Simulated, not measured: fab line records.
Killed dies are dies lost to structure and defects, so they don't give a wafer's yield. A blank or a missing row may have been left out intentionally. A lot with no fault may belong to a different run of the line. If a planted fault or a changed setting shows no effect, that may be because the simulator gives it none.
fab line records || flow sky130 || part 2 of 2: steps 32 to 45 of 45
record {"lots": 5, "wafers": 15, "last-day": 50}
route steps=708 shown VT_ADJUST_HVTP@92 VT_ADJUST_LVTN@97 VT_ADJUST_NCORE@119 VT_ADJUST_HVTR@131
lots with no fault: from the same line, run without faults
start-h: hours from the record's first day to the start of the lot's first wafer shown || wait-h: how many hours have passed since the lot's step before this one || " as in the row above || L1.1+2: a row that stands for several wafers || - value missing, or start not given || * or withheld: withheld || < > ~ a bound
route shown NAME@n: a module of which the file shows steps, and the number in the route of the first || usual: mean and standard deviation over wafers with no fault || same: alike in all rows || chamber/n: place in a boat || sites: per-site readings || _std_site: the values' standard deviation || _edge_site: mean of outer sites minus mean of inner sites || radius-mm: how far each site lies from the wafer's centre || mask NAME#n: copy n || behind: the last tool/chamber to shape the wafer || hold: what put the lot on hold/how long, in hours/how the hold closed || device: the transistor (n, p or np) that didn't switch || end of line: tests of these same wafers at the route's end || for a step that has no rows: nothing shown but its recipe || killed: not the wafer's yield, but the dies lost to structure and defects at the first sort || map: the dies of a wafer, with x for killed, . for not killed, _ for no die there
set.NAME: setting as actually run; set.NAME@STEP: the setting as run at that earlier step || model.NAME: the simulator's own value behind a step, which no gauge read
lots at some steps of the route; a table a step, a row a wafer
services: from which hour (start-h, from the record's first day; less than 0 if before it) a tool's chamber was out of use, for how many hours, and why
## steps
# step SKY_VT_ADJUST_NCORE_EXPOSE_04
# recipe {"mask-id": "LVTN_COMPLEMENT_THIN", "na": 0.6, "source-shape": "conventional", "sigma-outer": 0.6, "polarization": "unpolarized", "target-cd-nm": 380, "dose-mj": 139}
# usual {"focus-offset-nm": "0.0/0.57"}
{"lot.wafer": "L082.2", "tool": "iline-stepper-01", "chamber": 0, "start-h": "-", "wait-h": "-", "mask": "LVTN_COMPLEMENT_THIN#0", "focus-offset-nm": 1.9}
{"lot.wafer": "L082.4", "tool": "iline-stepper-01", "chamber": 0, "start-h": "-", "wait-h": "-", "mask": "LVTN_COMPLEMENT_THIN#0", "focus-offset-nm": -0.3}
{"lot.wafer": "L082.5", "tool": "iline-stepper-01", "chamber": 0, "start-h": "-", "wait-h": "-", "mask": "LVTN_COMPLEMENT_THIN#0", "focus-offset-nm": -0.2}
{"lot.wafer": "L083.3", "tool": "iline-stepper-01", "chamber": 0, "start-h": "-", "wait-h": "-", "mask": "LVTN_COMPLEMENT_THIN#0", "focus-offset-nm": 0.5}
{"lot.wafer": "L083.4", "tool": "iline-stepper-01", "chamber": 0, "start-h": "-", "wait-h": "-", "mask": "LVTN_COMPLEMENT_THIN#0", "focus-offset-nm": 0.5}
{"lot.wafer": "L083.5", "tool": "iline-stepper-01", "chamber": 0, "start-h": "-", "wait-h": "-", "mask": "LVTN_COMPLEMENT_THIN#0", "focus-offset-nm": 0.1}
{"lot.wafer": "L089.3", "tool": "iline-stepper-01", "chamber": 0, "start-h": "-", "wait-h": "-", "mask": "LVTN_COMPLEMENT_THIN#0", "focus-offset-nm": 0.0}
{"lot.wafer": "L089.4", "tool": "iline-stepper-01", "chamber": 0, "start-h": "-", "wait-h": "-", "mask": "LVTN_COMPLEMENT_THIN#0", "focus-offset-nm": 0.1}
{"lot.wafer": "L089.5", "tool": "iline-stepper-01", "chamber": 0, "start-h": "-", "wait-h": "-", "mask": "LVTN_COMPLEMENT_THIN#0", "focus-offset-nm": 0.1}
{"lot.wafer": "L094.1", "tool": "iline-stepper-02", "chamber": 0, "start-h": "-", "wait-h": "-", "mask": "LVTN_COMPLEMENT_THIN#0", "focus-offset-nm": 0.2}
{"lot.wafer": "L094.3", "tool": "iline-stepper-02", "chamber": 0, "start-h": "-", "wait-h": "-", "mask": "LVTN_COMPLEMENT_THIN#0", "focus-offset-nm": 0.5}
{"lot.wafer": "L094.5", "tool": "iline-stepper-02", "chamber": 0, "start-h": "-", "wait-h": "-", "mask": "LVTN_COMPLEMENT_THIN#0", "focus-offset-nm": 0.1}
{"lot.wafer": "L096.2", "tool": "iline-stepper-01", "chamber": 0, "start-h": "-", "wait-h": "-", "mask": "LVTN_COMPLEMENT_THIN#0", "focus-offset-nm": -1.1}
{"lot.wafer": "L096.3", "tool": "iline-stepper-01", "chamber": 0, "start-h": "-", "wait-h": "-", "mask": "LVTN_COMPLEMENT_THIN#0", "focus-offset-nm": -0.6}
{"lot.wafer": "L096.6", "tool": "iline-stepper-01", "chamber": 0, "start-h": "-", "wait-h": "-", "mask": "LVTN_COMPLEMENT_THIN#0", "focus-offset-nm": -0.2}
# step SKY_VT_ADJUST_NCORE_PEB_05
# recipe {"temp-c": "withheld", "time-s": "*", "resist": "NOVOLAK"}
{"lot.wafer": "L082.2+4+5", "tool": "litho-track-02", "chamber": 0, "start-h": "-", "wait-h": "-"}
{"lot.wafer": "L083.3+4+5", "tool": "litho-track-02", "chamber": 0, "start-h": "-", "wait-h": "-"}
{"lot.wafer": "L089.3+4+5", "tool": "litho-track-04", "chamber": 0, "start-h": "-", "wait-h": "-"}
{"lot.wafer": "L094.1+3+5", "tool": "litho-track-02", "chamber": 0, "start-h": "-", "wait-h": "-"}
{"lot.wafer": "L096.2+3+6", "tool": "litho-track-02", "chamber": 0, "start-h": "-", "wait-h": "-"}
# step SKY_VT_ADJUST_NCORE_DEVELOP_06
# recipe {"resist": "NOVOLAK", "developer": "TMAH", "develop-time-s": 58.67, "dev-temp-c": 23}
{"lot.wafer": "L082.2+4+5", "tool": "litho-track-02", "chamber": 0, "start-h": 234.26, "wait-h": 0.1}
{"lot.wafer": "L083.3+4+5", "tool": "litho-track-02", "chamber": 0, "start-h": 243.54, "wait-h": 0.1}
{"lot.wafer": "L089.3+4+5", "tool": "litho-track-04", "chamber": 0, "start-h": 286.60, "wait-h": 0.1}
{"lot.wafer": "L094.1+3+5", "tool": "litho-track-02", "chamber": 0, "start-h": 331.14, "wait-h": 0.1}
{"lot.wafer": "L096.2+3+6", "tool": "litho-track-02", "chamber": 0, "start-h": 339.21, "wait-h": 0.1}
# step SKY_VT_ADJUST_NCORE_CD_MEAS_07
# recipe {"target-cd-nm": 380}
# usual {"cd-nm": "380.4/2.2"}
{"lot.wafer": "L082.2", "tool": "cd-sem-01", "chamber": "-", "start-h": 234.41, "wait-h": 0.1, "cd-nm": 378.3}
{"lot.wafer": "L082.4", "tool": "cd-sem-01", "chamber": "-", "start-h": 234.41, "wait-h": 0.1, "cd-nm": 379.3}
{"lot.wafer": "L082.5", "tool": "cd-sem-01", "chamber": "-", "start-h": 234.41, "wait-h": 0.1, "cd-nm": 379.3}
{"lot.wafer": "L083.3", "tool": "cd-sem-02", "chamber": "-", "start-h": 243.68, "wait-h": 0.1, "cd-nm": 380.0}
{"lot.wafer": "L083.4", "tool": "cd-sem-02", "chamber": "-", "start-h": 243.68, "wait-h": 0.1, "cd-nm": 379.7}
{"lot.wafer": "L083.5", "tool": "cd-sem-02", "chamber": "-", "start-h": 243.68, "wait-h": 0.1, "cd-nm": 377.2}
{"lot.wafer": "L089.3", "tool": "cd-sem-02", "chamber": "-", "start-h": 286.74, "wait-h": 0.1, "cd-nm": 381.0}
{"lot.wafer": "L089.4", "tool": "cd-sem-02", "chamber": "-", "start-h": 286.74, "wait-h": 0.1, "cd-nm": 380.0}
{"lot.wafer": "L089.5", "tool": "cd-sem-02", "chamber": "-", "start-h": 286.74, "wait-h": 0.1, "cd-nm": 378.9}
{"lot.wafer": "L094.1", "tool": "cd-sem-02", "chamber": "-", "start-h": 331.29, "wait-h": 0.1, "cd-nm": 383.3}
{"lot.wafer": "L094.3", "tool": "cd-sem-02", "chamber": "-", "start-h": 331.29, "wait-h": 0.1, "cd-nm": 381.5}
{"lot.wafer": "L094.5", "tool": "cd-sem-02", "chamber": "-", "start-h": 331.29, "wait-h": 0.1, "cd-nm": 380.6}
{"lot.wafer": "L096.2", "tool": "cd-sem-02", "chamber": "-", "start-h": 339.36, "wait-h": 0.1, "cd-nm": 379.7}
{"lot.wafer": "L096.3", "tool": "cd-sem-02", "chamber": "-", "start-h": 339.36, "wait-h": 0.1, "cd-nm": 379.3}
{"lot.wafer": "L096.6", "tool": "cd-sem-02", "chamber": "-", "start-h": 339.36, "wait-h": 0.1, "cd-nm": 384.2}
# step SKY_VT_ADJUST_NCORE_OVL_MEAS_08
# usual {"VT_ADJUST_NCORE_OVL": "-1.3/1.7"}
{"lot.wafer": "L082.2", "tool": "overlay-02", "chamber": "-", "start-h": 234.51, "wait-h": 0.1, "VT_ADJUST_NCORE_OVL[nm]": -1.0}
{"lot.wafer": "L082.4", "tool": "overlay-02", "chamber": "-", "start-h": 234.51, "wait-h": 0.1, "VT_ADJUST_NCORE_OVL[nm]": 1.1}
{"lot.wafer": "L082.5", "tool": "overlay-02", "chamber": "-", "start-h": 234.51, "wait-h": 0.1, "VT_ADJUST_NCORE_OVL[nm]": 1.1}
{"lot.wafer": "L083.3", "tool": "overlay-01", "chamber": "-", "start-h": 243.77, "wait-h": 0.1, "VT_ADJUST_NCORE_OVL[nm]": 1.5}
{"lot.wafer": "L083.4", "tool": "overlay-01", "chamber": "-", "start-h": 243.77, "wait-h": 0.1, "VT_ADJUST_NCORE_OVL[nm]": 0.7}
{"lot.wafer": "L083.5", "tool": "overlay-01", "chamber": "-", "start-h": 243.77, "wait-h": 0.1, "VT_ADJUST_NCORE_OVL[nm]": 0.2}
{"lot.wafer": "L089.3", "tool": "overlay-02", "chamber": "-", "start-h": 286.84, "wait-h": 0.1, "VT_ADJUST_NCORE_OVL[nm]": -0.1}
{"lot.wafer": "L089.4", "tool": "overlay-02", "chamber": "-", "start-h": 286.84, "wait-h": 0.1, "VT_ADJUST_NCORE_OVL[nm]": 0.1}
{"lot.wafer": "L089.5", "tool": "overlay-02", "chamber": "-", "start-h": 286.84, "wait-h": 0.1, "VT_ADJUST_NCORE_OVL[nm]": -0.4}
{"lot.wafer": "L094.1", "tool": "overlay-02", "chamber": "-", "start-h": 331.41, "wait-h": 0.1, "VT_ADJUST_NCORE_OVL[nm]": -2.5}
{"lot.wafer": "L094.3", "tool": "overlay-02", "chamber": "-", "start-h": 331.41, "wait-h": 0.1, "VT_ADJUST_NCORE_OVL[nm]": -5.5}
{"lot.wafer": "L094.5", "tool": "overlay-02", "chamber": "-", "start-h": 331.41, "wait-h": 0.1, "VT_ADJUST_NCORE_OVL[nm]": -2.9}
{"lot.wafer": "L096.2", "tool": "overlay-02", "chamber": "-", "start-h": 339.46, "wait-h": 0.1, "VT_ADJUST_NCORE_OVL[nm]": -4.6}
{"lot.wafer": "L096.3", "tool": "overlay-02", "chamber": "-", "start-h": 339.46, "wait-h": 0.1, "VT_ADJUST_NCORE_OVL[nm]": -4.2}
{"lot.wafer": "L096.6", "tool": "overlay-02", "chamber": "-", "start-h": 339.46, "wait-h": 0.1, "VT_ADJUST_NCORE_OVL[nm]": -5.6}
# step SKY_VT_ADJUST_NCORE_IMPLANT_09
# recipe {"species": "B", "energy-kev": 10, "dose-cm2": 2.4e+12, "tilt-deg": "withheld"}
{"lot.wafer": "L082.2+4+5", "tool": "implanter-04", "chamber": 0, "start-h": 234.57, "wait-h": 0.0}
{"lot.wafer": "L083.3+4+5", "tool": "implanter-02", "chamber": 0, "start-h": 243.84, "wait-h": 0.1}
{"lot.wafer": "L089.3+4+5", "tool": "implanter-02", "chamber": 0, "start-h": 286.91, "wait-h": 0.1}
{"lot.wafer": "L094.1+3+5", "tool": "implanter-02", "chamber": 0, "start-h": 331.44, "wait-h": 0.0}
{"lot.wafer": "L096.2+3+6", "tool": "implanter-02", "chamber": 0, "start-h": 339.52, "wait-h": 0.0}
# step SKY_VT_ADJUST_NCORE_STRIP_10
# recipe {"chemistry": "O2/N2", "power-w": 1400, "pressure-mtorr": 1500, "platen-temp-c": "withheld", "o2-flow-sccm": 3000, "n2-flow-sccm": 300, "overash-fraction": 0.5}
# usual {"drypump-motor-current-A": "5.8/0.39", "oes-product-au": "0.716/0.005", "strip-time-to-endpoint-s": "14.16/0.042"}
{"lot.wafer": "L082.2", "tool": "plasma-asher-02", "chamber": 1, "start-h": 234.69, "wait-h": 0.1, "drypump-motor-current-A": 4.9, "oes-product-au": 0.709, "rf-hours-counter-h": 11, "strip-time-to-endpoint-s": 14.22}
{"lot.wafer": "L082.4", "tool": "plasma-asher-02", "chamber": 1, "start-h": 234.69, "wait-h": 0.1, "drypump-motor-current-A": 4.9, "oes-product-au": 0.730, "rf-hours-counter-h": "-", "strip-time-to-endpoint-s": 14.17}
{"lot.wafer": "L082.5", "tool": "plasma-asher-02", "chamber": 0, "start-h": 234.69, "wait-h": 0.1, "drypump-motor-current-A": 5.5, "oes-product-au": 0.714, "rf-hours-counter-h": "-", "strip-time-to-endpoint-s": 14.15}
{"lot.wafer": "L083.3", "tool": "plasma-asher-03", "chamber": 1, "start-h": 243.98, "wait-h": 0.1, "drypump-motor-current-A": 6.2, "oes-product-au": 0.724, "rf-hours-counter-h": "-", "strip-time-to-endpoint-s": 14.22}
{"lot.wafer": "L083.4", "tool": "plasma-asher-03", "chamber": 0, "start-h": 243.98, "wait-h": 0.1, "drypump-motor-current-A": 5.9, "oes-product-au": 0.714, "rf-hours-counter-h": "-", "strip-time-to-endpoint-s": 14.20}
{"lot.wafer": "L083.5", "tool": "plasma-asher-03", "chamber": 0, "start-h": 243.98, "wait-h": 0.1, "drypump-motor-current-A": 5.9, "oes-product-au": 0.718, "rf-hours-counter-h": "-", "strip-time-to-endpoint-s": 14.21}
{"lot.wafer": "L089.3", "tool": "plasma-asher-03", "chamber": 1, "start-h": 287.04, "wait-h": 0.1, "drypump-motor-current-A": 6.2, "oes-product-au": 0.721, "rf-hours-counter-h": "-", "strip-time-to-endpoint-s": 14.19}
{"lot.wafer": "L089.4", "tool": "plasma-asher-03", "chamber": 0, "start-h": 287.04, "wait-h": 0.1, "drypump-motor-current-A": 5.9, "oes-product-au": 0.721, "rf-hours-counter-h": "-", "strip-time-to-endpoint-s": 14.14}
{"lot.wafer": "L089.5", "tool": "plasma-asher-03", "chamber": 0, "start-h": 287.04, "wait-h": 0.1, "drypump-motor-current-A": 5.9, "oes-product-au": 0.709, "rf-hours-counter-h": "-", "strip-time-to-endpoint-s": 14.16}
{"lot.wafer": "L094.1", "tool": "plasma-asher-04", "chamber": 0, "start-h": 331.59, "wait-h": 0.1, "drypump-motor-current-A": 6.0, "oes-product-au": 0.718, "rf-hours-counter-h": 63, "strip-time-to-endpoint-s": 14.16}
{"lot.wafer": "L094.3", "tool": "plasma-asher-04", "chamber": 1, "start-h": 331.59, "wait-h": 0.1, "drypump-motor-current-A": 5.5, "oes-product-au": 0.715, "rf-hours-counter-h": "-", "strip-time-to-endpoint-s": 14.16}
{"lot.wafer": "L094.5", "tool": "plasma-asher-04", "chamber": 1, "start-h": 331.59, "wait-h": 0.1, "drypump-motor-current-A": 5.6, "oes-product-au": 0.712, "rf-hours-counter-h": "-", "strip-time-to-endpoint-s": 14.19}
{"lot.wafer": "L096.2", "tool": "plasma-asher-02", "chamber": 0, "start-h": 339.64, "wait-h": 0.1, "drypump-motor-current-A": 5.5, "oes-product-au": 0.714, "rf-hours-counter-h": 21, "strip-time-to-endpoint-s": 14.21}
{"lot.wafer": "L096.3", "tool": "plasma-asher-02", "chamber": 1, "start-h": 339.64, "wait-h": 0.1, "drypump-motor-current-A": 4.9, "oes-product-au": 0.711, "rf-hours-counter-h": "-", "strip-time-to-endpoint-s": 14.24}
{"lot.wafer": "L096.6", "tool": "plasma-asher-02", "chamber": 0, "start-h": 339.64, "wait-h": 0.1, "drypump-motor-current-A": 5.5, "oes-product-au": 0.718, "rf-hours-counter-h": "-", "strip-time-to-endpoint-s": 14.21}
# step SKY_VT_ADJUST_NCORE_TW_MEAS_11
# usual {"VT_ADJUST_NCORE_TW": "218.4/1.8"}
{"lot.wafer": "L082.2", "tool": "film-metro-04", "chamber": "-", "start-h": 234.80, "wait-h": 0.1, "VT_ADJUST_NCORE_TW": 220.3}
{"lot.wafer": "L082.4", "tool": "film-metro-04", "chamber": "-", "start-h": 234.80, "wait-h": 0.1, "VT_ADJUST_NCORE_TW": 220.1}
{"lot.wafer": "L082.5", "tool": "film-metro-04", "chamber": "-", "start-h": 234.80, "wait-h": 0.1, "VT_ADJUST_NCORE_TW": 221.1}
{"lot.wafer": "L083.3", "tool": "film-metro-03", "chamber": "-", "start-h": 244.06, "wait-h": 0.1, "VT_ADJUST_NCORE_TW": 218.1}
{"lot.wafer": "L083.4", "tool": "film-metro-03", "chamber": "-", "start-h": 244.06, "wait-h": 0.1, "VT_ADJUST_NCORE_TW": 216.4}
{"lot.wafer": "L083.5", "tool": "film-metro-03", "chamber": "-", "start-h": 244.06, "wait-h": 0.1, "VT_ADJUST_NCORE_TW": 216.3}
{"lot.wafer": "L089.3", "tool": "film-metro-03", "chamber": "-", "start-h": 287.13, "wait-h": 0.1, "VT_ADJUST_NCORE_TW": 217.7}
{"lot.wafer": "L089.4", "tool": "film-metro-03", "chamber": "-", "start-h": 287.13, "wait-h": 0.1, "VT_ADJUST_NCORE_TW": 216.9}
{"lot.wafer": "L089.5", "tool": "film-metro-03", "chamber": "-", "start-h": 287.13, "wait-h": 0.1, "VT_ADJUST_NCORE_TW": 217.6}
{"lot.wafer": "L094.1", "tool": "film-metro-03", "chamber": "-", "start-h": 331.69, "wait-h": 0.1, "VT_ADJUST_NCORE_TW": 217.0}
{"lot.wafer": "L094.3", "tool": "film-metro-03", "chamber": "-", "start-h": 331.69, "wait-h": 0.1, "VT_ADJUST_NCORE_TW": 216.8}
{"lot.wafer": "L094.5", "tool": "film-metro-03", "chamber": "-", "start-h": 331.69, "wait-h": 0.1, "VT_ADJUST_NCORE_TW": 216.6}
{"lot.wafer": "L096.2", "tool": "film-metro-02", "chamber": "-", "start-h": 339.75, "wait-h": 0.1, "VT_ADJUST_NCORE_TW": 218.6}
{"lot.wafer": "L096.3", "tool": "film-metro-02", "chamber": "-", "start-h": 339.75, "wait-h": 0.1, "VT_ADJUST_NCORE_TW": 219.0}
{"lot.wafer": "L096.6", "tool": "film-metro-02", "chamber": "-", "start-h": 339.75, "wait-h": 0.1, "VT_ADJUST_NCORE_TW": 219.5}
# step SKY_VT_ADJUST_HVTR_DEHYDRATE_00
# recipe {"temp-c": 200, "time-s": 60}
{"lot.wafer": "L082.2+4+5", "tool": "litho-track-03", "chamber": 0, "start-h": 245.51, "wait-h": 10.7}
{"lot.wafer": "L083.3+4+5", "tool": "litho-track-02", "chamber": 0, "start-h": 255.34, "wait-h": 11.3}
{"lot.wafer": "L089.3+4+5", "tool": "litho-track-02", "chamber": 0, "start-h": 298.54, "wait-h": 11.4}
{"lot.wafer": "L094.1+3+5", "tool": "litho-track-03", "chamber": 0, "start-h": 344.28, "wait-h": 12.6}
{"lot.wafer": "L096.2+3+6", "tool": "litho-track-01", "chamber": 0, "start-h": 352.33, "wait-h": 12.6}
# step SKY_VT_ADJUST_HVTR_HMDS_01
# recipe {"prime-time-s": 60, "prime-temp-c": 120}
{"lot.wafer": "L082.2+4+5", "tool": "litho-track-03", "chamber": 0, "start-h": 245.66, "wait-h": 0.1}
{"lot.wafer": "L083.3+4+5", "tool": "litho-track-02", "chamber": 0, "start-h": 255.49, "wait-h": 0.1}
{"lot.wafer": "L089.3+4+5", "tool": "litho-track-02", "chamber": 0, "start-h": 298.69, "wait-h": 0.1}
{"lot.wafer": "L094.1+3+5", "tool": "litho-track-03", "chamber": 0, "start-h": 344.43, "wait-h": 0.1}
{"lot.wafer": "L096.2+3+6", "tool": "litho-track-01", "chamber": 0, "start-h": 352.48, "wait-h": 0.1}
# step SKY_VT_ADJUST_HVTR_COAT_02
# recipe {"resist": "NOVOLAK", "spin-rpm": 3000, "resist-thk-nm": 1140}
{"lot.wafer": "L082.2+4+5", "tool": "litho-track-03", "chamber": 0, "start-h": 245.81, "wait-h": 0.1}
{"lot.wafer": "L083.3+4+5", "tool": "litho-track-02", "chamber": 0, "start-h": 255.64, "wait-h": 0.1}
{"lot.wafer": "L089.3+4+5", "tool": "litho-track-02", "chamber": 0, "start-h": 298.84, "wait-h": 0.1}
{"lot.wafer": "L094.1+3+5", "tool": "litho-track-03", "chamber": 0, "start-h": 344.58, "wait-h": 0.1}
{"lot.wafer": "L096.2+3+6", "tool": "litho-track-01", "chamber": 0, "start-h": 352.63, "wait-h": 0.1}
# step SKY_VT_ADJUST_HVTR_SOFTBAKE_03
# recipe {"temp-c": 90, "time-s": 60, "resist": "NOVOLAK"}
{"lot.wafer": "L082.2+4+5", "tool": "litho-track-03", "chamber": 0, "start-h": 245.96, "wait-h": 0.1}
{"lot.wafer": "L083.3+4+5", "tool": "litho-track-02", "chamber": 0, "start-h": 255.79, "wait-h": 0.1}
{"lot.wafer": "L089.3+4+5", "tool": "litho-track-02", "chamber": 0, "start-h": 298.99, "wait-h": 0.1}
{"lot.wafer": "L094.1+3+5", "tool": "litho-track-03", "chamber": 0, "start-h": 344.73, "wait-h": 0.1}
{"lot.wafer": "L096.2+3+6", "tool": "litho-track-01", "chamber": 0, "start-h": 352.78, "wait-h": 0.1}
# step SKY_VT_ADJUST_HVTR_EXPOSE_04
# recipe {"mask-id": "HVTRM", "target-cd-nm": 380, "na": 0.6, "source-shape": "conventional", "sigma-outer": 0.6, "dose-mj": 150}
# usual {"focus-offset-nm": "-0.1/0.51"}
{"lot.wafer": "L082.2", "tool": "iline-stepper-02", "chamber": 0, "start-h": "-", "wait-h": "-", "mask": "HVTRM#0", "focus-offset-nm": -0.1}
{"lot.wafer": "L082.4", "tool": "iline-stepper-02", "chamber": 0, "start-h": "-", "wait-h": "-", "mask": "HVTRM#0", "focus-offset-nm": -0.7}
{"lot.wafer": "L082.5", "tool": "iline-stepper-02", "chamber": 0, "start-h": "-", "wait-h": "-", "mask": "HVTRM#0", "focus-offset-nm": -0.1}
{"lot.wafer": "L083.3", "tool": "iline-stepper-02", "chamber": 0, "start-h": "-", "wait-h": "-", "mask": "HVTRM#0", "focus-offset-nm": 0.1}
{"lot.wafer": "L083.4", "tool": "iline-stepper-02", "chamber": 0, "start-h": "-", "wait-h": "-", "mask": "HVTRM#0", "focus-offset-nm": -0.3}
{"lot.wafer": "L083.5", "tool": "iline-stepper-02", "chamber": 0, "start-h": "-", "wait-h": "-", "mask": "HVTRM#0", "focus-offset-nm": -0.4}
{"lot.wafer": "L089.3", "tool": "iline-stepper-02", "chamber": 0, "start-h": "-", "wait-h": "-", "mask": "HVTRM#0", "focus-offset-nm": 0.5}
{"lot.wafer": "L089.4", "tool": "iline-stepper-02", "chamber": 0, "start-h": "-", "wait-h": "-", "mask": "HVTRM#0", "focus-offset-nm": 0.3}
{"lot.wafer": "L089.5", "tool": "iline-stepper-02", "chamber": 0, "start-h": "-", "wait-h": "-", "mask": "HVTRM#0", "focus-offset-nm": 0.3}
{"lot.wafer": "L094.1", "tool": "iline-stepper-02", "chamber": 0, "start-h": "-", "wait-h": "-", "mask": "HVTRM#0", "focus-offset-nm": -1.2}
{"lot.wafer": "L094.3", "tool": "iline-stepper-02", "chamber": 0, "start-h": "-", "wait-h": "-", "mask": "HVTRM#0", "focus-offset-nm": 0.7}
{"lot.wafer": "L094.5", "tool": "iline-stepper-02", "chamber": 0, "start-h": "-", "wait-h": "-", "mask": "HVTRM#0", "focus-offset-nm": -0.9}
{"lot.wafer": "L096.2", "tool": "iline-stepper-02", "chamber": 0, "start-h": "-", "wait-h": "-", "mask": "HVTRM#0", "focus-offset-nm": -0.4}
{"lot.wafer": "L096.3", "tool": "iline-stepper-02", "chamber": 0, "start-h": "-", "wait-h": "-", "mask": "HVTRM#0", "focus-offset-nm": 0.0}
{"lot.wafer": "L096.6", "tool": "iline-stepper-02", "chamber": 0, "start-h": "-", "wait-h": "-", "mask": "HVTRM#0", "focus-offset-nm": -0.2}
# step SKY_VT_ADJUST_HVTR_PEB_05
# recipe {"temp-c": "withheld", "time-s": "*", "resist": "NOVOLAK"}
{"lot.wafer": "L082.2+4+5", "tool": "litho-track-01", "chamber": 0, "start-h": "-", "wait-h": "-"}
{"lot.wafer": "L083.3+4+5", "tool": "litho-track-03", "chamber": 0, "start-h": "-", "wait-h": "-"}
{"lot.wafer": "L089.3+4+5", "tool": "litho-track-02", "chamber": 0, "start-h": "-", "wait-h": "-"}
{"lot.wafer": "L094.1+3+5", "tool": "litho-track-03", "chamber": 0, "start-h": "-", "wait-h": "-"}
{"lot.wafer": "L096.2+3+6", "tool": "litho-track-01", "chamber": 0, "start-h": "-", "wait-h": "-"}
## services
{"tool": "implanter-01", "chamber": "-", "start-h": 151.69, "hours": 5.0, "kind": "repair"}
{"tool": "iline-stepper-02", "chamber": "-", "start-h": 162.13, "hours": 4.4, "kind": "pm"}
{"tool": "iline-stepper-02", "chamber": "-", "start-h": 171.23, "hours": 5.7, "kind": "repair"}
{"tool": "plasma-asher-04", "chamber": "-", "start-h": 177.25, "hours": 2.8, "kind": "pm"}
{"tool": "plasma-asher-01", "chamber": "-", "start-h": 189.42, "hours": 2.8, "kind": "pm"}
{"tool": "implanter-02", "chamber": "-", "start-h": 195.54, "hours": 1.0, "kind": "repair"}
{"tool": "implanter-01", "chamber": "-", "start-h": 219.74, "hours": 3.2, "kind": "repair"}
{"tool": "iline-stepper-02", "chamber": "-", "start-h": 228.23, "hours": 1.7, "kind": "pm"}
{"tool": "implanter-04", "chamber": "-", "start-h": 229.29, "hours": 3.4, "kind": "repair"}
{"tool": "implanter-04", "chamber": "-", "start-h": 243.62, "hours": 5.0, "kind": "pm"}
{"tool": "plasma-asher-01", "chamber": "-", "start-h": 250.40, "hours": 1.2, "kind": "repair"}
{"tool": "iline-stepper-01", "chamber": "-", "start-h": 255.96, "hours": 4.4, "kind": "pm"}
{"tool": "plasma-asher-04", "chamber": "-", "start-h": 263.60, "hours": 0.6, "kind": "repair"}
{"tool": "plasma-asher-02", "chamber": "-", "start-h": 282.57, "hours": 3.7, "kind": "repair"}
{"tool": "iline-stepper-01", "chamber": "-", "start-h": 284.43, "hours": 1.7, "kind": "pm"}
{"tool": "iline-stepper-01", "chamber": "-", "start-h": 308.94, "hours": 4.5, "kind": "repair"}
{"tool": "implanter-03", "chamber": "-", "start-h": 311.01, "hours": 4.0, "kind": "pm"}
{"tool": "plasma-asher-02", "chamber": "-", "start-h": 321.62, "hours": 0.8, "kind": "repair"}
{"tool": "implanter-02", "chamber": "-", "start-h": 335.53, "hours": 3.9, "kind": "pm"}
{"tool": "implanter-03", "chamber": "-", "start-h": 336.08, "hours": 6.9, "kind": "pm"}
{"tool": "plasma-asher-02", "chamber": "-", "start-h": 350.32, "hours": 6.0, "kind": "repair"}
{"tool": "implanter-04", "chamber": "-", "start-h": 359.48, "hours": 2.2, "kind": "repair"}
